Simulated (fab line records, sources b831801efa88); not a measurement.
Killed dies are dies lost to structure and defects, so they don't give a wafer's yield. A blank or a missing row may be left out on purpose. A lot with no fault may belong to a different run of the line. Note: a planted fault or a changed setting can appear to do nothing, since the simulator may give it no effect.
Chamber matching ; flow gf180mcu ; rieDiel-01 running GF_M5_ETCH_09: 4 sister chambers
The step etches Si3N4 in CF4/O2, target depth 52 nm, time 11.6 s. 7 wafers are shown with their chamber, then 8 later ones without.

== WAFERS WITH THEIR CHAMBER ==
wafer;chamber;drypumpMotorCurrentA (A);oesProductAu (a.u.)
L113.2;3;5.9;0.983
L122.4;1;5.9;0.994
L122.6;0;5.4;1.005
L123.1;0;5.3;0.996
L123.2;1;5.8;0.986
L123.3;2;5.7;0.984
L124.3;2;5.7;0.986

== WAFERS MISSING THEIR CHAMBER ==
wafer;drypumpMotorCurrentA (A);oesProductAu (a.u.)
L124.4;5.3;1.006
L124.6;5.3;1.017
L125.2;5.8;0.992
L125.5;5.9;0.995
L125.6;5.7;0.995
L127.2;5.4;0.999
L127.4;5.8;0.998
L127.6;5.4;1.009

== WHICH CHAMBER EACH ONE RAN IN ==
wafer;from the rows above;in truth
L124.4;0;0
L124.6;0;0
L125.2;can't be placed: 1 or 2 or 3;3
L125.5;can't be placed: 1 or 3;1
L125.6;can't be placed: 2 or 1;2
L127.2;0;0
L127.4;can't be placed: 1 or 2 or 3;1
L127.6;0;0
Correctly placed: 4 of 8. Unplaceable from these rows: 4, with the true chamber sitting among the candidates in 4. 0 placed wrongly.
How it was worked out, from the rows above alone: a wafer's distance from a chamber is the root of the sum, over the readings, of the square of ((its reading less the chamber's mean) divided by the reading's scatter). If the next closest chamber is less than 2 further off than the closest, the wafer can't be placed; otherwise it belongs to the closest. The mean given for a chamber averages the wafers shown for that chamber. The scatter: take each reading less its chamber's mean, square it, sum over the shown wafers, divide by the number of wafers less the number of chambers, and take the root.
